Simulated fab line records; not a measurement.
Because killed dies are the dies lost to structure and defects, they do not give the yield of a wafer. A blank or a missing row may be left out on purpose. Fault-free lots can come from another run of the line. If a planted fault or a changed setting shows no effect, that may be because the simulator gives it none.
Which tool is to blame? / flow gf180mcu / 39 wafers from 13 lots sampled at 6 of the route's 602 steps

== WHAT THE GAUGES READ, wafer by wafer ==
GF_STI_BOW_MEAS_00. Usual: INCOMING_BOW gives 1 um (standard deviation 6.3).
lot=L839; measured=day 1 10:01; on=film metro-02; INCOMING_BOW (um)=-12 1 -8; flag=
lot=L840; measured=day 1 15:00; on=film metro-02; INCOMING_BOW (um)=-3 2 -1; flag=
lot=L841; measured=day 1 20:00; on=film metro-02; INCOMING_BOW (um)=12 -3 -3; flag=
lot=L842; measured=day 2 01:01; on=film metro-01; INCOMING_BOW (um)=2 9 3; flag=
lot=L844; measured=day 2 11:02; on=film metro-03; INCOMING_BOW (um)=-2 8 12; flag=
lot=L846; measured=day 2 21:01; on=film metro-01; INCOMING_BOW (um)=-2 -9 1; flag=
lot=L848; measured=day 3 07:00; on=film metro-02; INCOMING_BOW (um)=7 -1 0; flag=
lot=L849; measured=day 3 12:00; on=film metro-02; INCOMING_BOW (um)=-4 -1 -7; flag=
lot=L851; measured=day 3 22:00; on=film metro-03; INCOMING_BOW (um)=0 -3 -4; flag=
lot=L856; measured=day 4 23:00; on=film metro-03; INCOMING_BOW (um)=-5 -11 8; flag=
lot=L857; measured=day 5 04:00; on=film metro-01; INCOMING_BOW (um)=4 -2 0; flag=
lot=L858; measured=day 5 09:00; on=film metro-02; INCOMING_BOW (um)=-5 15 6; flag=
lot=L861; measured=day 6 00:01; on=film metro-02; INCOMING_BOW (um)=2 3 0; flag=

GF_VT_IMPLANT_OVL_MEAS_18. Usual: VT_IMPLANT_01_OVL gives 1.1 nm (standard deviation 1.2).
lot=L839; measured=day 6 13:09; on=overlay-01; VT_IMPLANT_01_OVL (nm)=0.8 0.7 0.8; flag=
lot=L840; measured=day 6 16:31; on=overlay-02; VT_IMPLANT_01_OVL (nm)=-0.9 0.7 -0.4; flag=
lot=L841; measured=day 6 20:58; on=overlay-02; VT_IMPLANT_01_OVL (nm)=0.7 0.1 3.1; flag=
lot=L842; measured=day 7 10:45; on=overlay-02; VT_IMPLANT_01_OVL (nm)=2.0 2.1 1.4; flag=
lot=L844; measured=day 7 15:07; on=overlay-01; VT_IMPLANT_01_OVL (nm)=-0.3 0.7 0.4; flag=
lot=L846; measured=day 8 00:52; on=overlay-01; VT_IMPLANT_01_OVL (nm)=0.0 1.1 0.8; flag=
lot=L848; measured=day 8 14:19; on=overlay-01; VT_IMPLANT_01_OVL (nm)=0.9 0.3 0.3; flag=
lot=L849; measured=day 9 01:16; on=overlay-02; VT_IMPLANT_01_OVL (nm)=1.0 1.2 1.2; flag=
lot=L851; measured=day 9 10:55; on=overlay-01; VT_IMPLANT_01_OVL (nm)=-0.5 2.4 2.5; flag=
lot=L856; measured=day 10 17:52; on=overlay-02; VT_IMPLANT_01_OVL (nm)=0.4 -0.5 1.0; flag=
lot=L857; measured=day 11 02:33; on=overlay-02; VT_IMPLANT_01_OVL (nm)=1.9 1.5 3.2; flag=
lot=L858; measured=day 11 07:46; on=overlay-01; VT_IMPLANT_01_OVL (nm)=0.7 4.3 2.7; flag=
lot=L861; measured=day 12 04:19; on=overlay-02; VT_IMPLANT_01_OVL (nm)=3.2 3.2 1.9; flag=

GF_HV_LDD_TW_MEAS_11. Usual: HV_LDD_TW gives 2409 (standard deviation 10).
lot=L839; measured=day 10 07:31; on=film metro-04; HV_LDD_TW=2411 2410 2411; flag=
lot=L840; measured=day 10 11:30; on=film metro-03; HV_LDD_TW=2415 2403 2419; flag=
lot=L841; measured=day 10 18:55; on=film metro-01; HV_LDD_TW=2411 2392 2406; flag=
lot=L842; measured=day 11 08:46; on=film metro-01; HV_LDD_TW=2405 2410 2408; flag=
lot=L844; measured=day 11 14:59; on=film metro-04; HV_LDD_TW=2408 2407 2415; flag=
lot=L846; measured=day 12 00:10; on=film metro-04; HV_LDD_TW=2399 2403 2410; flag=
lot=L848; measured=day 12 17:57; on=film metro-03; HV_LDD_TW=2389 2391 2389; flag=
lot=L849; measured=day 13 04:42; on=film metro-01; HV_LDD_TW=2402 2402 2411; flag=
lot=L851; measured=day 13 18:00; on=film metro-04; HV_LDD_TW=2412 2403 2394; flag=
lot=L856; measured=day 15 11:10; on=film metro-04; HV_LDD_TW=2340 2319 2339; flag=OFF
lot=L857; measured=day 15 17:10; on=film metro-04; HV_LDD_TW=2409 2407 2405; flag=
lot=L858; measured=day 15 21:29; on=film metro-03; HV_LDD_TW=2343 2338 2356; flag=OFF
lot=L861; measured=day 16 21:32; on=film metro-04; HV_LDD_TW=2403 2405 2402; flag=

GF_HV_LDD_RS_MEAS_53: uses a four-point probe to measure. Usual: HV_LDD_RS gives 418.3 ohm/sq (standard deviation 0.8).
lot=L839; measured=day 12 17:16; on=film metro-01; HV_LDD_RS (ohm/sq)=417.8 419.3 419.4; flag=
lot=L840; measured=day 12 21:48; on=film metro-04; HV_LDD_RS (ohm/sq)=418.5 419.6 418.3; flag=
lot=L841; measured=day 13 06:11; on=film metro-04; HV_LDD_RS (ohm/sq)=417.7 417.2 418.6; flag=
lot=L842; measured=day 13 19:50; on=film metro-03; HV_LDD_RS (ohm/sq)=419.0 418.4 419.2; flag=
lot=L844; measured=day 14 03:50; on=film metro-04; HV_LDD_RS (ohm/sq)=417.6 418.0 419.0; flag=
lot=L846; measured=day 14 13:34; on=film metro-01; HV_LDD_RS (ohm/sq)=419.2 418.7 418.4; flag=
lot=L848; measured=day 15 08:27; on=film metro-03; HV_LDD_RS (ohm/sq)=417.3 419.0 417.9; flag=
lot=L849; measured=day 15 21:07; on=film metro-03; HV_LDD_RS (ohm/sq)=416.4 417.0 416.3; flag=
lot=L851; measured=day 16 10:07; on=film metro-03; HV_LDD_RS (ohm/sq)=417.6 418.2 418.7; flag=
lot=L856; measured=day 18 08:16; on=film metro-03; HV_LDD_RS (ohm/sq)=441.5 441.2 440.2; flag=OFF
lot=L857; measured=day 18 14:05; on=film metro-04; HV_LDD_RS (ohm/sq)=417.0 418.2 418.2; flag=
lot=L858; measured=day 18 19:34; on=film metro-01; HV_LDD_RS (ohm/sq)=441.8 440.9 440.0; flag=OFF
lot=L861; measured=day 19 21:35; on=film metro-03; HV_LDD_RS (ohm/sq)=418.6 417.9 418.3; flag=

GF_SAB_THK_MEAS_01. Usual: SAB_CVD_00_THK gives 50.0 nm (standard deviation 0.7).
lot=L839; measured=day 14 14:44; on=film metro-02; SAB_CVD_00_THK (nm)=49.2 50.2 49.8; flag=
lot=L840; measured=day 14 18:43; on=film metro-03; SAB_CVD_00_THK (nm)=49.6 49.7 50.2; flag=
lot=L841; measured=day 15 03:40; on=film metro-03; SAB_CVD_00_THK (nm)=49.6 49.1 49.6; flag=
lot=L842; measured=day 15 16:40; on=film metro-01; SAB_CVD_00_THK (nm)=48.5 49.6 49.7; flag=
lot=L844; measured=day 16 01:52; on=film metro-02; SAB_CVD_00_THK (nm)=49.1 50.6 50.3; flag=
lot=L846; measured=day 16 11:43; on=film metro-02; SAB_CVD_00_THK (nm)=49.8 49.4 49.5; flag=
lot=L848; measured=day 17 08:39; on=film metro-03; SAB_CVD_00_THK (nm)=49.9 50.8 51.2; flag=
lot=L849; measured=day 17 22:18; on=film metro-02; SAB_CVD_00_THK (nm)=49.2 50.1 50.3; flag=
lot=L851; measured=day 18 11:30; on=film metro-03; SAB_CVD_00_THK (nm)=49.3 50.2 50.7; flag=
lot=L856; measured=day 20 12:51; on=film metro-03; SAB_CVD_00_THK (nm)=49.8 50.7 50.5; flag=
lot=L857; measured=day 20 18:15; on=film metro-03; SAB_CVD_00_THK (nm)=49.8 50.1 51.0; flag=
lot=L858; measured=day 20 23:46; on=film metro-02; SAB_CVD_00_THK (nm)=50.2 50.3 52.2; flag=
lot=L861; measured=day 22 00:49; on=film metro-02; SAB_CVD_00_THK (nm)=49.8 51.0 50.8; flag=

== TOOL THAT RAN EACH LOT (tool first, then ch and the chambers of the sampled wafers, then the start) ==
lot=L839; GF_HV_LDD_IMPLANT_09=implanter-04 ch 0, day 10 07:16
lot=L840; GF_HV_LDD_IMPLANT_09=implanter-01 ch 0, day 10 11:15
lot=L841; GF_HV_LDD_IMPLANT_09=implanter-04 ch 0, day 10 18:40
lot=L842; GF_HV_LDD_IMPLANT_09=implanter-03 ch 0, day 11 08:31
lot=L844; GF_HV_LDD_IMPLANT_09=implanter-04 ch 0, day 11 14:46
lot=L846; GF_HV_LDD_IMPLANT_09=implanter-04 ch 0, day 11 23:55
lot=L848; GF_HV_LDD_IMPLANT_09=implanter-01 ch 0, day 12 17:42
lot=L849; GF_HV_LDD_IMPLANT_09=implanter-04 ch 0, day 13 04:27
lot=L851; GF_HV_LDD_IMPLANT_09=implanter-01 ch 0, day 13 17:45
lot=L856; GF_HV_LDD_IMPLANT_09=implanter-04 ch 0, day 15 10:55
lot=L857; GF_HV_LDD_IMPLANT_09=implanter-03 ch 0, day 15 16:55
lot=L858; GF_HV_LDD_IMPLANT_09=implanter-04 ch 0, day 15 21:13
lot=L861; GF_HV_LDD_IMPLANT_09=implanter-03 ch 0, day 16 21:17
- GF_HV_LDD_IMPLANT_09

== AS READ BY THE TOOLS THEMSELVES (means over the sampled wafers that have a number; for cases with no such wafer, the mark the record gives instead) ==
GF_HV_LDD_IMPLANT_09. Usual: beam on s 10.01 s, standard deviation 0.22; dose ions cm2 1.0001e+14, standard deviation 1e+11; faraday current uA 563, standard deviation 13.
lot=L839; tool=implanter-04; beam on s (s)=9.92; dose ions cm2=1.0011e+14; faraday current uA=569; flag=
lot=L840; tool=implanter-01; beam on s (s)=9.96; dose ions cm2=1.0010e+14; faraday current uA=565; flag=
lot=L841; tool=implanter-04; beam on s (s)=9.98; dose ions cm2=9.9923e+13; faraday current uA=565; flag=
lot=L842; tool=implanter-03; beam on s (s)=10.33; dose ions cm2=1.0000e+14; faraday current uA=544; flag=
lot=L844; tool=implanter-04; beam on s (s)=10.06; dose ions cm2=1.0003e+14; faraday current uA=561; flag=
lot=L846; tool=implanter-04; beam on s (s)=10.27; dose ions cm2=1.0005e+14; faraday current uA=550; flag=
lot=L848; tool=implanter-01; beam on s (s)=9.97; dose ions cm2=1.0004e+14; faraday current uA=564; flag=
lot=L849; tool=implanter-04; beam on s (s)=10.03; dose ions cm2=1.0001e+14; faraday current uA=562; flag=
lot=L851; tool=implanter-01; beam on s (s)=10.02; dose ions cm2=9.9917e+13; faraday current uA=560; flag=
lot=L856; tool=implanter-04; beam on s (s)=9.82; dose ions cm2=8.8657e+13; faraday current uA=507; flag=OFF
lot=L857; tool=implanter-03; beam on s (s)=9.97; dose ions cm2=9.9987e+13; faraday current uA=565; flag=
lot=L858; tool=implanter-04; beam on s (s)=10.10; dose ions cm2=8.8470e+13; faraday current uA=494; flag=OFF
lot=L861; tool=implanter-03; beam on s (s)=9.98; dose ions cm2=1.0003e+14; faraday current uA=564; flag=

== THE ANSWER, worked out from the rows above alone ==
Rule: take the mean of a lot's wafers that have a number; if it is more than 3 standard deviations from the usual mean, the lot is off. Also off: a lot with no number at a reading for which 4 or more lots have one. Any other lot the step has rows for is counted as sound. The gauges are gone through in route order, then the tools' own readings, and for those a lot's mean is taken as printed above. At the first step where some lot is off, the reading lying furthest off is the one used; lots without a number count as furthest.
Off: at GF_HV_LDD_TW_MEAS_11 (HV_LDD_TW), L856, L858.
A tool fits if, at a process step before that reading, it ran every lot that is off, and no sound lot after the first of them. Not tried: the gauges at GF_HV_LDD_TW_MEAS_11; whatever is off there is also off at GF_HV_LDD_IMPLANT_09, on other tools, and gauge error can't account for it. One fits: GF_HV_LDD_IMPLANT_09 on implanter-04. A fault onset in the window from L849 (day 13 04:27, its last sound lot) to L856 (day 15 10:55, its first lot off) fits.
The tool's own readings at GF_HV_LDD_IMPLANT_09 bear it out: on the lots that are off they differ by more than 5 times the standard deviation of the sound lots' means. dose ions cm2 reads 8.8564e+13 there against 1.0002e+14 on the sound lots; faraday current uA reads 500 there against 561 on the sound lots.

== WHAT THE SIMULATOR PUT IN ==
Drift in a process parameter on implanter-04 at GF_HV_LDD_IMPLANT_09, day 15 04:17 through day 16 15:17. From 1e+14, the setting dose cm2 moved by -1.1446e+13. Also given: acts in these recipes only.
Lots struck among those shown: L856, L858. The rule above found the same.
